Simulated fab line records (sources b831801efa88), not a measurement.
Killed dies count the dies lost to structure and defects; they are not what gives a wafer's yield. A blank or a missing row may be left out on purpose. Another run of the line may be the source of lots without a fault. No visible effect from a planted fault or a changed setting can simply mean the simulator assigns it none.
Shared-tool check	flow sky130	13 lots, 45 wafers sampled

## THE REASON FOR OPENING IT
Of 13 lots, 2 have the reading VT_ADJUST_LVTN_TW flagged at SKY_VT_ADJUST_LVTN_TW_MEAS_10. Fault-free wafers read 241.0, with a standard deviation of 2.8.
Rule: a lot is flagged in two cases, either no wafer of it has a number, or all its wafers with numbers fall more than 4 standard deviations from that mean. The other lots count as sound.

lot	measured	on	VT_ADJUST_LVTN_TW, wafer by wafer	flag
L542	day 7 00:59	filmMetro-03	240.5 238.7 239.4	
L545	day 7 18:08	filmMetro-03	238.2 238.1 237.7	
L546	day 7 21:47	filmMetro-03	238.7 239.2 239.6	
L547	day 8 08:29	filmMetro-03	239.8 239.3 240.2	
L548	day 8 14:48	filmMetro-03	239.2 238.0 239.9	
L549	day 8 19:29	filmMetro-04	242.1 241.3 243.0	
L550	day 9 03:37	filmMetro-02	237.7 236.7 237.8	
L551	day 9 12:18	filmMetro-04	244.5 243.3 244.2	
L552	day 9 14:38	filmMetro-03	237.9 238.8 237.6	
L554	day 10 06:20	filmMetro-04	244.3 243.5 243.6	
L559	day 11 14:38	filmMetro-02	276.3 277.9 278.2 276.5 276.8 276.8	FLAGGED
L560	day 11 21:51	filmMetro-02	240.0 238.1 238.2	
L563	day 13 02:17	filmMetro-03	276.1 276.9 276.2 276.5 276.7 275.3	FLAGGED
The mean of the flagged lots' numbers is 276.7, +35.7 from the usual (+13 standard deviations).

## TOOL THAT RAN EACH LOT
The record keeps 1 process step preceding the reading, out of 708 steps on the route. In each cell: the tool, then ch and the chambers that the sampled wafers went through, then the start.
lot	flag	SKY_VT_ADJUST_LVTN_IMPLANT_08
L542		implanter-01 ch 0, day 7 00:44
L545		implanter-03 ch 0, day 7 17:54
L546		implanter-01 ch 0, day 7 21:32
L547		implanter-04 ch 0, day 8 08:14
L548		implanter-04 ch 0, day 8 14:34
L549		implanter-01 ch 0, day 8 19:14
L550		implanter-01 ch 0, day 9 03:24
L551		implanter-03 ch 0, day 9 12:04
L552		implanter-03 ch 0, day 9 14:23
L554		implanter-01 ch 0, day 10 06:06
L559	FLAGGED	implanter-01 ch 0, day 11 14:23
L560		implanter-04 ch 0, day 11 21:38
L563	FLAGGED	implanter-01 ch 0, day 13 02:02
These steps, and what they do:
- SKY_VT_ADJUST_LVTN_IMPLANT_08
- SKY_VT_ADJUST_LVTN_TW_MEAS_10

## FLAGGED OVER TOTAL, TOOL BY TOOL (the gauges that took the reading come last)
step	tool	lots run	flagged	share of the flagged lots	sound lots run after its first flagged lot
SKY_VT_ADJUST_LVTN_IMPLANT_08	implanter-01	7	2	all	0
SKY_VT_ADJUST_LVTN_IMPLANT_08	implanter-03	3	0	none	-
SKY_VT_ADJUST_LVTN_IMPLANT_08	implanter-04	3	0	none	-
SKY_VT_ADJUST_LVTN_TW_MEAS_10	filmMetro-02	3	1	some	1 (L560)
SKY_VT_ADJUST_LVTN_TW_MEAS_10	filmMetro-03	7	1	some	0
SKY_VT_ADJUST_LVTN_TW_MEAS_10	filmMetro-04	3	0	none	-

## WHAT IS ALLOWED BY THE TABLE
1 row of the table ran every flagged lot: implanter-01 at SKY_VT_ADJUST_LVTN_IMPLANT_08.
- implanter-01 at SKY_VT_ADJUST_LVTN_IMPLANT_08 ran 7 lots, 2 of them flagged. Its last sound lot is L554 (day 10 06:06), its first flagged lot L559 (day 11 14:23): a fault that began between those two fits. Its own readings lie more than 4 standard deviations out on every wafer of the flagged lots: doseIonsCm2, faradayCurrentUA.
implanter-01 at SKY_VT_ADJUST_LVTN_IMPLANT_08 is the single tool remaining.

## WHAT HAD BEEN PUT IN BY THE SIMULATOR
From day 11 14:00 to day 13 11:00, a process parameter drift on implanter-01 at SKY_VT_ADJUST_LVTN_IMPLANT_08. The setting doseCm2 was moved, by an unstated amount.
Lots struck among those shown: L559, L563. The rule above reached the same finding.
